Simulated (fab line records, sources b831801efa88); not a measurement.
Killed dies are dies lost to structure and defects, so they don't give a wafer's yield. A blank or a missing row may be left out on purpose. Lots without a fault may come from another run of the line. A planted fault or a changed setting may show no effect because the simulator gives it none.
fab line records | flow sky130
record lots=11 wafers=33 last_day=50
route steps=708 shown VT_ADJUST_HVTP@93 VT_ADJUST_HVTR@139 GATE_OXIDE@188 POLY_GATE@229
lots that met no fault: from a run of the same line without faults
start_h: hours from the record's first day to the start of the lot's first wafer shown | wait_h: hours since the lot's step before | " the same as in the row above | L1.1+2: a row that stands for several wafers | - no value, or no start given | * or withheld: withheld | < > ~ a bound
route shown NAME@n: a module of which the file shows steps, and the number in the route of the first | usual: mean/standard deviation of fault-free wafers | same: alike in all rows | chamber/n: place in a boat | sites: the reading at each site | _std_site: their standard deviation | _edge_site: outer sites' mean less inner sites' | radius_mm: how far each site lies from the wafer's centre | mask NAME#n: copy n | behind: the tool/chamber that last shaped the wafer | hold: why the lot was held/for how many hours/how that ended | device: the transistor (n, p or np) that didn't switch | end of line: the same wafers' tests at the end of the route | a step without rows: its recipe alone | killed: dies lost to structure and defects at the first sort, not the wafer's yield | map: a wafer's dies, x killed, . not, _ none there
set.NAME: the setting as run; set.NAME@STEP: as run at that earlier step | model.NAME: the simulator's own value behind a step, which no gauge read
steps of the route over a sample of lots; a table a step, a row a wafer
services: from which hour (start_h, from the record's first day; less than 0 if before it) a tool's chamber was out of use, for how many hours, and why
## steps
# step SKY_VT_ADJUST_HVTP_OVL_MEAS_08
# usual VT_ADJUST_HVTP_OVL=-0.2/1.4
# columns lot.wafer tool chamber start_h wait_h VT_ADJUST_HVTP_OVL[nm]
L143.2 overlay-01 - 118.07 0.1 2.0
L143.4 " - " " 2.3
L143.6 " - " " 1.4
L147.1 overlay-01 - 146.96 0.1 -2.1
L147.5 " - " " -0.7
L147.6 " - " " 0.0
L146.1 overlay-02 - 147.26 0.1 -2.4
L146.4 " - " " -1.6
L146.5 " - " " -1.4
L148.2 overlay-01 - 152.06 0.1 2.6
L148.3 " - " " 0.2
L148.4 " - " " 0.2
L149.1 overlay-02 - 158.16 0.1 -2.4
L149.2 " - " " -2.5
L149.3 " - " " -1.8
L150.2 overlay-02 - 163.66 0.1 0.5
L150.5 " - " " 2.2
L150.6 " - " " 1.0
L159.1 overlay-01 - 236.41 0.1 -0.8
L159.3 " - " " -0.3
L159.5 " - " " 0.7
L158.1 overlay-02 - 236.76 0.1 2.1
L158.2 " - " " 1.4
L158.4 " - " " 0.8
L162.1 overlay-02 - 243.31 0.1 1.9
L162.2 " - " " 0.3
L162.6 " - " " 0.5
L164.1 overlay-01 - 261.21 0.1 0.7
L164.2 " - " " 0.8
L164.3 " - " " 0.7
L166.2 overlay-01 - 274.47 0.1 1.1
L166.5 " - " " 0.8
L166.6 " - " " 0.3
# step SKY_VT_ADJUST_HVTR_OVL_MEAS_08
# usual VT_ADJUST_HVTR_OVL=0.1/1.7
# columns lot.wafer tool chamber start_h wait_h VT_ADJUST_HVTR_OVL[nm]
L143.2 overlay-01 - 196.82 0.1 1.5
L143.4 " - " " 1.9
L143.6 " - " " 1.3
L147.1 overlay-02 - 230.56 0.1 0.6
L147.5 " - " " -0.7
L147.6 " - " " -1.5
L146.1 overlay-01 - 232.16 0.1 1.0
L146.4 " - " " 1.5
L146.5 " - " " 1.2
L148.2 overlay-01 - 237.71 0.1 -0.1
L148.3 " - " " 0.1
L148.4 " - " " 1.6
L149.1 overlay-01 - 243.66 0.1 2.5
L149.2 " - " " 4.1
L149.3 " - " " 3.6
L150.2 overlay-02 - 249.87 0.1 -0.2
L150.5 " - " " -0.3
L150.6 " - " " 1.1
L159.1 overlay-01 - 336.86 0.1 -1.8
L159.3 " - " " -2.5
L159.5 " - " " -2.3
L158.1 overlay-01 - 337.06 0.1 0.2
L158.2 " - " " 0.4
L158.4 " - " " -0.2
L162.1 overlay-01 - 344.61 0.1 -1.9
L162.2 " - " " -1.5
L162.6 " - " " -1.1
L164.1 overlay-02 - 366.81 0.1 -3.6
L164.2 " - " " -2.8
L164.3 " - " " -2.3
L166.2 overlay-02 - 382.67 0.1 -2.4
L166.5 " - " " -1.1
L166.6 " - " " -0.4
# step SKY_GATE_OXIDE_OXIDATION_01
# recipe temp_c=900 ambient=O2 stabilise_s=600 purge_s=300 target_thk_a=102.68 ox_time_s=1473
# usual spike_tc_bottom_C=920.7/2.4 spike_tc_centre_C=901.3/1.1 spike_tc_lower_C=902.3/1 spike_tc_top_C=912.7/1.8 spike_tc_upper_C=900.3/0.99 tube_center_temp_C=900/0.082 tube_center_temp_C_max=902.3/0.37
# columns lot.wafer tool chamber start_h wait_h spike_tc_bottom_C spike_tc_centre_C spike_tc_lower_C spike_tc_top_C spike_tc_upper_C tube_center_temp_C tube_center_temp_C_max
L143.2 furnace-01 0 273.75 0.7 923.0 902.0 900.2 912.0 900.2 899.92 902.3
L143.4 " 0 " " 921.4 902.5 903.1 912.0 901.6 900.07 902.3
L143.6 " 0 " " 922.0 899.8 900.1 910.9 899.4 899.94 902.4
L147.1 furnace-02 0 307.19 0.9 917.8 902.2 903.2 914.3 901.3 899.96 902.1
L147.5 " 0 " " 918.4 903.6 902.9 915.0 898.5 899.89 902.2
L147.6 " 0 " " 918.2 901.6 902.1 914.8 901.4 899.98 902.3
L146.1 furnace-01 0 311.98 0.9 921.7 901.1 903.1 911.2 899.1 900.13 902.6
L146.4 " 0 " " 923.0 901.8 902.6 912.3 900.0 899.97 902.3
L146.5 " 0 " " 923.9 902.4 902.2 913.7 899.4 899.83 902.2
L148.2 furnace-01 0 328.28 0.0 946.9 925.6 928.4 936.0 925.7 925.34 927.3
L148.3 " 0 " " 946.6 925.7 927.6 937.9 924.4 925.41 928.0
L148.4 " 0 " " 948.0 926.1 928.2 937.2 925.6 925.51 927.7
L149.1 furnace-01 0 329.69 1.1 947.3 927.2 928.0 937.9 925.2 925.65 928.0
L149.2 " 0 " " 945.7 926.5 927.0 937.9 923.8 925.56 927.9
L149.3 " 0 " " 949.3 926.4 927.4 937.7 925.7 925.56 928.2
L150.2 furnace-01 0 336.01 1.2 947.2 925.5 926.1 935.7 926.1 925.45 928.3
L150.5 " 0 " " 948.1 926.5 928.2 938.2 924.9 925.49 927.6
L150.6 " 0 " " 947.4 927.5 927.4 936.7 926.2 925.62 927.8
L159.1 furnace-01 0 428.43 0.8 922.8 899.3 901.7 912.8 900.8 900.08 902.8
L159.3 " 0 " " 922.0 899.9 901.5 908.7 901.0 900.09 902.2
L159.5 " 0 " " 923.5 901.9 902.7 911.5 898.4 900.09 902.4
L158.1 furnace-01 0 429.84 0.6 921.7 900.1 900.9 910.6 900.2 900.02 902.2
L158.2 " 0 " " 922.6 901.7 901.6 911.9 899.6 899.96 902.1
L158.4 " 0 " " 921.2 901.2 903.5 912.8 900.8 900.15 902.7
L162.1 furnace-01 0 442.34 1.9 922.2 899.5 902.9 910.4 898.4 899.94 901.9
L162.2 " 0 " " 923.0 900.6 903.1 913.2 901.5 899.91 901.8
L162.6 " 0 " " 920.0 901.2 901.1 911.6 898.9 899.77 902.1
L164.1 furnace-01 0 464.79 1.4 923.9 902.1 902.2 912.0 899.9 899.98 902.5
L164.2 " 0 " " 922.4 901.7 903.0 912.0 900.1 900.01 902.2
L164.3 " 0 " " 922.6 900.4 901.5 911.6 901.6 899.87 902.1
L166.2 furnace-02 0 480.55 0.3 917.5 902.2 902.9 915.3 903.2 900.07 902.2
L166.5 " 0 " " 918.3 901.9 901.5 915.5 900.3 899.93 901.8
L166.6 " 0 " " 916.7 901.7 901.1 914.7 898.9 900.06 902.7
# step SKY_GATE_OXIDE_THK_MEAS_02
# recipe reads=SiO2_of_GATE_OXIDE_OXIDATION_01
# usual GATE_OXIDE_OXIDATION_00_THK=10.25/0.17
# columns lot.wafer tool chamber start_h wait_h GATE_OXIDE_OXIDATION_00_THK[nm]
L143.2 film_metro-03 - 275.17 0.0 10.38
L143.4 " - " " 10.46
L143.6 " - " " 10.35
L147.1 film_metro-02 - 308.60 0.0 10.09
L147.5 " - " " 9.74
L147.6 " - " " 10.11
L146.1 film_metro-02 - 313.39 0.0 10.52
L146.4 " - " " 10.43
L146.5 " - " " 10.46
L148.2 film_metro-01 - 329.70 0.0 13.44
L148.3 " - " " 13.53
L148.4 " - " " 13.32
L149.1 film_metro-02 - 331.10 0.0 13.31
L149.2 " - " " 13.22
L149.3 " - " " 13.35
L150.2 film_metro-02 - 337.43 0.0 13.46
L150.5 " - " " 13.34
L150.6 " - " " 13.14
L159.1 film_metro-02 - 429.84 0.0 10.45
L159.3 " - " " 10.49
L159.5 " - " " 10.45
L158.1 film_metro-01 - 431.25 0.0 10.38
L158.2 " - " " 10.40
L158.4 " - " " 10.30
L162.1 film_metro-02 - 443.75 0.0 10.41
L162.2 " - " " 10.12
L162.6 " - " " 10.30
L164.1 film_metro-01 - 466.20 0.0 10.51
L164.2 " - " " 10.35
L164.3 " - " " 10.21
L166.2 film_metro-01 - 481.97 0.0 10.21
L166.5 " - " " 10.44
L166.6 " - " " 10.20
# step SKY_POLY_GATE_ETCH_15
# recipe chemistry=N2/H2 target=BARC ion_energy_ev=200 source_w=500 bias_w=100 pressure_mtorr=30 n2_flow_sccm=100 h2_flow_sccm=200 stop_on=SiO2 time_s=118.5 target_depth_a=1100
# usual drypump_motor_current_A=5.6/0.38 oes_product_au=0.716/0.0046 throttle_valve_pct=13.212/0.0084
# columns lot.wafer tool chamber start_h wait_h drypump_motor_current_A oes_product_au rf_hours_counter_h throttle_valve_pct
L143.2 rie_diel-04 0 360.50 0.0 5.1 0.715 101 13.213
L143.4 " 1 " " 6.3 0.718 11 13.227
L143.6 " 1 " " 6.3 0.720 - 13.206
L147.1 rie_diel-03 1 400.60 0.0 5.8 0.717 21 13.205
L147.5 " 2 " " 5.8 0.718 - 13.218
L147.6 " 1 " " 5.8 0.714 - 13.220
L146.1 rie_diel-02 2 406.04 0.0 5.8 0.716 65 13.195
L146.4 " 1 " " 4.9 0.719 - 13.227
L146.5 " 0 " " 6.1 0.706 - 13.213
L148.2 rie_diel-02 1 420.34 0.0 4.9 0.710 4 13.225
L148.3 " 3 " " 5.7 0.713 12 13.212
L148.4 " 0 " " 6.1 0.710 103 13.215
L149.1 rie_diel-04 1 421.99 0.0 6.3 0.717 12 13.217
L149.2 " 0 " " 5.1 0.718 101 13.209
L149.3 " 3 " " 5.1 0.710 9 13.209
L150.2 rie_diel-04 1 429.14 0.0 6.3 0.719 13 13.203
L150.5 " 1 " " 6.3 0.718 - 13.221
L150.6 " 2 " " 5.7 0.718 - 13.213
L159.1 rie_diel-02 2 525.29 0.0 5.8 0.718 67 13.205
L159.3 " 0 " " 6.1 0.722 1 13.206
L159.5 " 3 " " 5.7 0.723 - 13.211
L158.1 rie_diel-03 0 527.69 0.0 5.4 0.711 0 13.222
L158.2 " 2 " " 5.9 0.714 12 13.213
L158.4 " 1 " " 5.8 0.707 23 13.210
L162.1 rie_diel-02 0 540.39 0.0 6.1 0.711 2 13.205
L162.2 " 1 " " 4.9 0.717 7 13.197
L162.6 " 3 " " 5.7 0.719 - 13.187
L164.1 rie_diel-02 2 560.50 0.0 5.8 0.722 68 13.206
L164.2 " 0 " " 6.1 0.717 2 13.214
L164.3 " 1 " " 4.9 0.718 7 13.222
L166.2 rie_diel-02 3 576.84 0.0 5.7 0.715 15 13.224
L166.5 " 0 " " 6.1 0.719 - 13.193
L166.6 " 3 " " 5.7 0.714 - 13.206
## services
# columns tool chamber start_h hours kind
rie_diel-04 - 257.10 0.3 repair
rie_diel-04 1 267.47 8.0 repair
rie_diel-02 - 279.61 0.6 repair
rie_diel-02 3 285.59 49.4 repair
rie_diel-03 2 290.60 9.4 repair
rie_diel-04 3 296.72 7.4 repair
rie_diel-04 0 302.51 1.7 repair
rie_diel-03 3 311.95 14.6 repair
furnace-02 - 334.32 3.6 pm
furnace-01 - 375.62 2.7 pm
rie_diel-04 1 384.67 5.3 repair
rie_diel-04 0 391.25 20.5 repair
rie_diel-02 3 400.96 10.3 repair
rie_diel-04 - 421.03 0.2 repair
furnace-02 - 437.52 6.5 repair
rie_diel-02 1 457.12 8.0 repair
rie_diel-04 0 460.24 30.9 repair
rie_diel-04 1 466.15 30.9 repair
rie_diel-02 2 500.66 5.9 repair
furnace-02 - 502.27 3.2 pm
furnace-01 - 529.22 2.7 pm
furnace-01 - 543.48 2.8 pm
rie_diel-03 - 544.25 14.6 pm
furnace-01 - 571.13 3.2 pm
## key
first_sign step=SKY_GATE_OXIDE_OXIDATION_01 reading=tube_center_temp_C direction=up sigmas=99+ usual=* struck=*
effect step=SKY_GATE_OXIDE_OXIDATION_01 reading=tube_center_temp_C_max direction=up sigmas=69 usual=* struck=*
effect step=SKY_GATE_OXIDE_THK_MEAS_02 reading=GATE_OXIDE_OXIDATION_00_THK direction=up sigmas=18 usual=10.25 struck=13.35
met_at SKY_GATE_OXIDE_OXIDATION_01
struck_lots L148,L149,L150
tester_left_out L148,L149,L150
not_acting_at SKY_VT_ADJUST_HVTP_OVL_MEAS_08,SKY_VT_ADJUST_HVTR_OVL_MEAS_08,SKY_POLY_GATE_ETCH_15
onset_between 311.98 328.28
fault kind=process_parameter_drift tool=furnace-01 chamber=- onset_h=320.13 steps=SKY_GATE_OXIDE_OXIDATION_01 channel=temp_c offset=* shape=step end_h=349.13 acts_in=* stated=*
# tester_left_out: of these lots the tester's yield and bins aren't shown, on N5 and GAA mostly nor the transistor test; their killed dies are dies lost to structure and defects alone, not to doping, threshold or leakage, so they don't give the yield
